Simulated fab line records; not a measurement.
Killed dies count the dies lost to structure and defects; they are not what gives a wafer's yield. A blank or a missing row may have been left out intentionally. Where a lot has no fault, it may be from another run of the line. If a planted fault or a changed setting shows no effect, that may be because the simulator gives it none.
Matching of chambers ; flow gf180mcu ; cmp-02 running GF_V3_CMP_04: 4 sister chambers
The step polishes SiO2. 15 wafers are shown with their chamber, then 7 later ones without.

WAFERS WITH THEIR CHAMBER
wafer;chamber;motor current A (A);slurry flow ml min;time to endpoint s (s)
L566.2;2;11.7;150.4;83
L566.5;3;10.9;149.7;84
L567.4;2;12.8;150.2;85
L567.5;2;12.1;149.9;89
L572.3;1;13.3;150.1;90
L572.4;0;10.7;150.7;74
L572.5;2;11.5;150.4;95
L574.3;1;14.0;149.9;92
L574.5;1;13.5;150.0;99
L574.6;0;10.4;150.0;81
L576.2;1;14.2;150.8;101
L576.3;2;11.8;150.0;94
L576.4;0;10.7;150.0;87
L578.2;1;13.3;150.4;74
L578.3;3;10.4;149.8;75

SIGNATURES (means of the wafers above)
reading;chamber 0;chamber 1;chamber 2;chamber 3;scatter within a chamber
motor current A;10.600;13.660;11.980;10.650;0.416
slurry flow ml min;150.233;150.240;150.180;149.750;0.312
time to endpoint s;80.67;91.20;89.20;79.50;7.94
Rule: a wafer's distance from a chamber is the root of the sum, over the readings, of the square of ((its reading less the chamber's mean) divided by the reading's scatter). The wafer belongs to the nearest chamber; if the next one is less than 2 further off, it can't be placed. The scatter: take each reading less its chamber's mean, square it, sum over the shown wafers, divide by the number of wafers less the number of chambers, and take the root.

WAFERS WITH NO CHAMBER GIVEN
wafer;motor current A (A);slurry flow ml min;time to endpoint s (s)
L578.5;10.9;150.5;87
L581.2;11.1;149.7;80
L581.5;11.4;150.4;101
L581.6;14.3;149.2;91
L583.1;12.3;150.8;96
L583.3;13.9;149.5;101
L583.5;10.3;149.3;90

CHAMBER TAKEN BY EACH
wafer;from the rows above;in truth
L578.5;can't be placed: 0 or 3 or 2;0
L581.2;can't be placed: 3 or 0 or 2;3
L581.5;can't be placed: 2 or 0 or 3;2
L581.6;1;1
L583.1;can't be placed: 2 or 1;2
L583.3;1;1
L583.5;can't be placed: 3 or 0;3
Correctly placed: 2 of 7. From these rows, 5 cannot be placed; in 5 the true chamber is one of the candidates. 0 placed wrongly.
